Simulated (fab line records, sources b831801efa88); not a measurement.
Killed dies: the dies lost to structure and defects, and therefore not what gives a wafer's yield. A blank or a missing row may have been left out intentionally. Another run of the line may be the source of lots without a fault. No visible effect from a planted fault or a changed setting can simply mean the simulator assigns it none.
8D (eight disciplines) problem report, filled in by code / flow sky130 / the parts of the form that need people (team, actions taken, sign-off) are left out

== 1. WHAT WENT WRONG ==
VIA2_HDPCVD_THK at SKY_VIA2_THK_MEAS_01 reads a mean of 1728 nm on 2 wafers of 2 lots; wafers without a fault read 1152 nm with a standard deviation of 9.3. That is +62 standard deviations from the usual mean.
Seen first at day 38 10:59 on film_metro-01, wafer L753.2. At this step, 33 wafers from 11 lots have a number in the record. By rule, "out" or "out of limits" means more than 4 standard deviations away from the usual mean. Any other wafer with a number is counted as sound.

== 2. WHAT IT IS AND WHAT IT IS NOT ==
question=which readings at this step | is=VIA2_HDPCVD_THK | is not=-
question=which lots | is=L753, L754 | is not=L742, L746, L748, L758, L761, L762, L763, L764, L765
question=which wafers of those lots | is=L753.2, L754.3 | is not=L753.1, L753.6, L754.1, L754.5
question=read on which gauges | is=film_metro-01, film_metro-02 | is not=film_metro-03
question=when | is=from day 38 10:59 | is not=up to then (11 sound wafers); but 20 sound wafers of L754, L758, L761, L762, L763, L764, L765 came after

== 3. SUSPECTS, AND WHAT RULES EACH OUT ==
Counting: if a tool at a process step up to the reading ran every lot that is out, it stays a suspect. Sound lots after the first of them don't rule it out here, since some wafers of a struck lot are sound.
- the gauge at SKY_VIA2_THK_MEAS_01 has been ruled out. The wafers that are out were read on 2 gauges (film_metro-01, film_metro-02).
- hdpcvd-01 at SKY_VIA2_HDPCVD_00 (deposits SiO2, target thk 1180 nm, time 192.2 s): kept. Every lot that is out went through it, the first being L753 (day 38 10:52); the last sound lot it ran before that was L748 (day 36 19:03). Its own readings are out on those wafers: sih4_flow_sccm.
- hdpcvd-01, SKY_VIA2_HDPCVD_00: wafers that are out in chamber 2, sound lot-mates in chambers 0, 1.
The count leaves hdpcvd-01 at SKY_VIA2_HDPCVD_00.

== 4. THE CAUSE (what the simulator had put in) ==
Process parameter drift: hdpcvd-01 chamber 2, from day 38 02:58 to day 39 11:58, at SKY_VIA2_HDPCVD_00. From 60, the setting sih4_flow_sccm moved by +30. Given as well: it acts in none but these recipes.
Only this tool survived the counting.

== 5. THE EFFECT CHAIN, in route order ==
Rows list readings where the struck wafers' mean (over those with a number) sits beyond 3 standard deviations from the usual. Scope: only readings with a usual standard deviation given in the record; hours: median across lots of the time from each lot's start at the first step in this table that gives one to its start at this step; sigmas: change in usual standard deviations.
hours=0; step=SKY_VIA2_HDPCVD_00; reading=sih4_flow_sccm; usual=59.98 sccm; on struck wafers=90.05; change=+30.07; sigmas=+99 or more
hours=0; step=SKY_VIA2_THK_MEAS_01; reading=VIA2_HDPCVD_THK; usual=1152 nm; on struck wafers=1728; change=+576; sigmas=+62
Here are the process steps it includes:
- SKY_VIA2_HDPCVD_00: deposits SiO2, target thk 1180 nm, time 192.2 s.

== 6. HOW IT WOULD HAVE BEEN CAUGHT EARLIER ==
8 hours passed between the start of the fault at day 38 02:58 and the first reading out of limits at a measuring or inspecting step in this record, taken at day 38 10:59.
Tool's own readings at SKY_VIA2_HDPCVD_00, sih4_flow_sccm: out on all struck wafers the step has rows for; an alarm limit on them would have tripped on the first.
Lots out: 2; of these, L754 started SKY_VIA2_HDPCVD_00 on hdpcvd-01 after day 38 10:59. A hold on the tool at that time would have spared it.
